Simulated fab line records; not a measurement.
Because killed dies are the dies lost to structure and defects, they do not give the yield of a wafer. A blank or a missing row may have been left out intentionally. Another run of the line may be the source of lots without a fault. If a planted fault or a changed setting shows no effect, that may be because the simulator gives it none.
Which tool is to blame? | flow sky130 | 12 lots, 33 wafers sampled, at 1 step of a route of 708

## WHAT THE GAUGES SHOWED, per wafer
SKY_NWELL_TW_MEAS_15. Usual: NWELL_TW 1809, standard deviation 11.
lot  | measured     | on            | NWELL_TW       | flag
L482 | day 4 16:20  | film-metro-03 | 1818 1812 1820 |
L483 | day 5 03:06  | film-metro-04 | 1809 1823 1816 |
L486 | day 5 11:37  | film-metro-04 | 1804 1813 1814 |
L489 | day 6 11:11  | film-metro-04 | 1818 1819 1816 |
L488 | day 6 12:03  | film-metro-04 | 1818 1817 1823 |
L491 | day 6 23:11  | film-metro-03 | 1811 1817 1802 |
L492 | day 7 02:12  | film-metro-04 | 1801 1812 1809 |
L493 | day 7 08:16  | film-metro-04 | 1802 1816      |
L495 | day 7 18:22  | film-metro-04 | 1811 1803      |
L497 | day 8 08:35  | film-metro-04 | 1814 1805      |
L503 | day 9 14:40  | film-metro-02 | 1799 1785 1797 |
L505 | day 10 06:19 | film-metro-02 | 1788 1800 1801 |

## WHICH TOOL RAN EACH LOT (tool, then ch and the chambers of the sampled wafers, then the start)
The record holds no process step before these readings.

## AS READ BY THE TOOLS THEMSELVES (means over the sampled wafers that have a number; for cases with no such wafer, the mark the record gives instead)
The record holds no such reading with a usual standard deviation.

## THE ANSWER, worked out from the rows above alone
Rule: a lot counts as off when the mean over its wafers that have a number is more than 3 standard deviations away from the usual mean. A lot without any number at a reading at which 4 lots or more have one is off too. Any other lot the step has rows for is counted as sound. The gauges are gone through in route order, then the tools' own readings, and for those a lot's mean is taken as printed above. The first step at which some lot is off is used, and at that step the reading that is off furthest; a lot without a number counts as furthest.
No lot is off on any of the readings shown, so nothing can be concluded from this.

## WHAT WAS PUT IN BY THE SIMULATOR
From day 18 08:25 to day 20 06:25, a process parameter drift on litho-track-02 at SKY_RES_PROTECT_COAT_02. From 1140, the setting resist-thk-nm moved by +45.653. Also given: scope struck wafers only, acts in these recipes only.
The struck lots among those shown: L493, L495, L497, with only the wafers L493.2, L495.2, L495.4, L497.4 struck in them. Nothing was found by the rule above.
